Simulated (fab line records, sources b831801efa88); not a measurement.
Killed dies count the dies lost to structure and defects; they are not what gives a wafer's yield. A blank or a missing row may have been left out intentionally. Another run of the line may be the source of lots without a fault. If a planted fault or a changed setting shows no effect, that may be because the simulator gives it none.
Which of the tools did it? / flow gf180mcu / route of 602 steps, sampled at 1 step: 12 lots, 36 wafers

== WHAT EACH GAUGE READ, for each wafer ==
GF_V1_CD_MEAS_14: target cd 260 nm.
lot=L075; measured=day 18 14:17; on=cd_sem-02; cd_nm (nm)=260.4 260.1 259.7
lot=L077; measured=day 19 10:08; on=cd_sem-01; cd_nm (nm)=260.3 260.8 262.2
lot=L079; measured=day 20 06:44; on=cd_sem-02; cd_nm (nm)=259.8 260.2 259.9
lot=L081; measured=day 21 05:05; on=cd_sem-02; cd_nm (nm)=258.5 259.2 258.9
lot=L083; measured=day 22 00:56; on=cd_sem-01; cd_nm (nm)=259.4 260.6 259.1
lot=L085; measured=day 22 15:55; on=cd_sem-02; cd_nm (nm)=261.5 261.3 259.6
lot=L087; measured=day 23 06:08; on=cd_sem-02; cd_nm (nm)=259.9 260.3 260.4
lot=L089; measured=day 23 23:47; on=cd_sem-01; cd_nm (nm)=257.9 258.0 257.0
lot=L091; measured=day 24 15:55; on=cd_sem-01; cd_nm (nm)=260.8 260.2 261.0
lot=L093; measured=day 25 07:04; on=cd_sem-01; cd_nm (nm)=258.8 259.6 258.4
lot=L095; measured=day 25 20:12; on=cd_sem-01; cd_nm (nm)=259.3 259.4 258.1
lot=L097; measured=day 26 09:46; on=cd_sem-02; cd_nm (nm)=260.6 260.4 260.8

== EACH LOT AND THE TOOL THAT RAN IT (in order: tool; ch and the chambers of the sampled wafers; start) ==
Before these readings, the record contains no process step.

== THE ANSWER, worked out from the rows above alone ==
Rule: usual is defined by the lots themselves. The widest of any qualifying gaps counts: lots, ordered by their means at a reading, are off when they make up no more than a third of the lots, leave a main group of 4 or more, and stand apart from it by 3 or more times the standard deviation of that group's means. Not used: any main group whose means are identical at the precision the tables above print for the reading. A lot without any number at a reading at which 4 lots or more have one is off too. All remaining lots with rows at the step are treated as sound.
Across all readings shown, no lot is off: no conclusion can be drawn from this.

== WHAT HAD BEEN PUT IN BY THE SIMULATOR ==
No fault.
